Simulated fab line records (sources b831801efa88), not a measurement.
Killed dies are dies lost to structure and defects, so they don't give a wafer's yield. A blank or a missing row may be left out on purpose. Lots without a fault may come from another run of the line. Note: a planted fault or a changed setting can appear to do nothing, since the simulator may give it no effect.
Which tool did it? || flow gf180mcu || Sampling: 6 lots, 18 wafers, 4 of 602 route steps

## WHAT EACH GAUGE READ, for each wafer
GF_PASSIVATION_BOW_MEAS_14.
{"lot": "L975", "measured": "day 30 00:07", "on": "film metro-02", "PASSIVATION_BOW (um)": "203 207 197"}
{"lot": "L985", "measured": "day 32 20:07", "on": "film metro-01", "PASSIVATION_BOW (um)": "127 124 129"}
{"lot": "L987", "measured": "day 33 07:16", "on": "film metro-04", "PASSIVATION_BOW (um)": "149 140 135"}
{"lot": "L990", "measured": "day 33 22:17", "on": "film metro-01", "PASSIVATION_BOW (um)": "130 133 142"}
{"lot": "L992", "measured": "day 34 10:41", "on": "film metro-02", "PASSIVATION_BOW (um)": "124 128 132"}
{"lot": "L995", "measured": "day 35 00:02", "on": "film metro-01", "PASSIVATION_BOW (um)": "123 127 131"}

## EACH LOT AND THE TOOL THAT RAN IT (in order: tool; ch and the chambers of the sampled wafers; start)
{"lot": "L975", "GF_MIM_SPUTTER_02": "pvd sputter-03, day 25 12:08", "GF_MIM_SPUTTER_03": "pvd sputter-03, day 25 12:10", "GF_PASSIVATION_ANNEAL_13": "furnace-01, day 29 22:37"}
{"lot": "L985", "GF_MIM_SPUTTER_02": "pvd sputter-01, day 28 19:52", "GF_MIM_SPUTTER_03": "pvd sputter-01, day 28 19:54", "GF_PASSIVATION_ANNEAL_13": "furnace-01 ch 0, day 32 18:37"}
{"lot": "L987", "GF_MIM_SPUTTER_02": "pvd sputter-04, day 29 08:17", "GF_MIM_SPUTTER_03": "pvd sputter-04, day 29 08:19", "GF_PASSIVATION_ANNEAL_13": "furnace-02 ch 0, day 33 05:46"}
{"lot": "L990", "GF_MIM_SPUTTER_02": "pvd sputter-01, day 30 03:44", "GF_MIM_SPUTTER_03": "pvd sputter-01, day 30 03:46", "GF_PASSIVATION_ANNEAL_13": "furnace-01 ch 0, day 33 20:46"}
{"lot": "L992", "GF_MIM_SPUTTER_02": "pvd sputter-03, day 30 18:38", "GF_MIM_SPUTTER_03": "pvd sputter-03, day 30 18:40", "GF_PASSIVATION_ANNEAL_13": "furnace-01 ch 0, day 34 09:08"}
{"lot": "L995", "GF_MIM_SPUTTER_02": "pvd sputter-04, day 31 10:12", "GF_MIM_SPUTTER_03": "pvd sputter-04, day 31 10:14", "GF_PASSIVATION_ANNEAL_13": "furnace-02 ch 0, day 34 22:31"}
- GF_MIM_SPUTTER_02: material AlCu, target thk 450 nm, time 23.9 s.
- GF_MIM_SPUTTER_03: material Ti, target thk 10 nm, time 6.7 s.
- GF_PASSIVATION_ANNEAL_13: time 1800 s.

## THE ANSWER, worked out from the rows above alone
Rule: usual is defined by the lots themselves. Put in order of their means at a reading, lots are off if they are a third of the lots or fewer, leave a main group of 4 or more, and stand apart from it by a gap of 3 or more times the standard deviation of the main group's means; of several such gaps the widest counts. If all means in a main group match to the digits the tables above print for the reading, that group is not used. A lot without any number at a reading at which 4 lots or more have one is off too. The other lots that the step has rows for count as sound.
Off: L975, at GF_PASSIVATION_BOW_MEAS_14 (PASSIVATION_BOW). The main group has a mean of 132 um with a standard deviation of 5.7.
If a tool, at a process step before that reading, ran all the lots that are off and no sound lot after the first of them, it fits. Those tools and the gauges at GF_PASSIVATION_BOW_MEAS_14 are tried in the same way. None of those tried fits.

## WHAT WAS PUT IN BY THE SIMULATOR
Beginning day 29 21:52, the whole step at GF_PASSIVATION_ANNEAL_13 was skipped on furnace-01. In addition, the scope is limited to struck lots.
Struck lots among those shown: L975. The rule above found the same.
